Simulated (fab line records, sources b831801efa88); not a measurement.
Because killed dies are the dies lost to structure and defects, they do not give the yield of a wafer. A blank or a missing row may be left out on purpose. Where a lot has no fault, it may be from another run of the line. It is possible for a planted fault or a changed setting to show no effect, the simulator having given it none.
One fault through the eyes of 2 desks | flow sky130 | every desk sees just its own numbers, and what lay behind them comes last

FROM THE METROLOGY DESK
Lot by lot, what the gauges showed, no matter which tool ran the lot: averages of those sampled wafers that carry a number. The brackets show how far a lot's mean lies from the usual mean; more than 4 standard deviations puts the lot out of limits, marked OUT.
Columns: A = METAL1_ALCU_RS at SKY_METAL1_RS_MEAS_05, usual 0.1264 ohm/sq
lot  | first seen here | A
L197 | day 33 11:09    | 0.1269
L198 | day 33 12:18    | 0.1248
L196 | day 33 13:08    | 0.1269
L200 | day 33 18:25    | 0.1260
L203 | day 34 09:26    | 0.1276
L207 | day 36 03:10    | 0.1250
L208 | day 36 05:32    | 0.1276
L213 | day 37 23:10    | 0.1259
L215 | day 38 06:01    | 0.1260
L214 | day 38 08:04    | 0.1264
L216 | day 38 12:50    | 0.1267
L217 | day 38 17:37    | 0.1266
This desk's finding: nothing out of limits on any of the 12 lots.

AT THE TOOL OWNER'S DESK: litho track-03
Per lot that ran on this tool, the mean of the sampled wafers carrying a number, from the tool's own readings at SKY_VIA2_SOFTBAKE_08 (time 90 s). The brackets show how far a lot's mean lies from the usual mean; more than 4 standard deviations puts the lot out of limits, marked OUT.
Columns: A = heater power total W at SKY_VIA2_SOFTBAKE_08, usual 57.36 W; B = plate temp C at SKY_VIA2_SOFTBAKE_08, usual 99.99 C; C = resist line temp C at SKY_VIA2_SOFTBAKE_08, usual 23.02 C; D = run length s at SKY_VIA2_SOFTBAKE_08, usual 119.28 s
lot  | first seen here | A                | B      | C     | D
L197 | day 37 10:00    | 57.33            | 99.92  | 22.97 | 119.26
L198 | day 37 12:00    | 57.24            | 100.01 | 22.85 | 119.24
L200 | day 37 18:00    | 57.34            | 99.98  | 23.01 | 119.25
L203 | day 38 09:00    | 57.43            | 100.01 | 23.01 | 119.34
L207 | day 40 00:00    | 57.73            | 100.00 | 22.94 | 117.75 (-12) OUT
L208 | day 40 02:00    | 57.84 (+4.4) OUT | 99.98  | 23.00 | 116.91 (-18) OUT
L216 | day 42 04:00    | 57.46            | 99.90  | 23.09 | 119.32
This desk's verdict: out of limits on L207, L208, starting with L207 at day 40 00:00 (run length s at SKY_VIA2_SOFTBAKE_08). Within limits: L197, L198, L200, L203, L216.

TAKEN TOGETHER
At day 40 00:00, on L207, L208, the tool owner's desk was in a position to raise an alarm.
Metrology desk: nothing out of limits seen.
The metrology desk holds a record of L207, L208, inside its limits.
Of the lots named, all ran SKY_VIA2_SOFTBAKE_08 on litho track-03.

WHAT THE SIMULATOR PUT IN
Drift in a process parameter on litho track-03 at SKY_VIA2_SOFTBAKE_08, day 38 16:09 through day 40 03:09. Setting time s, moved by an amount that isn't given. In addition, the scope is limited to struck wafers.
Lots struck among those shown: L207, L208.
Hours from the fault's start to each desk's first reading out of limits: the tool owner's desk, 32.
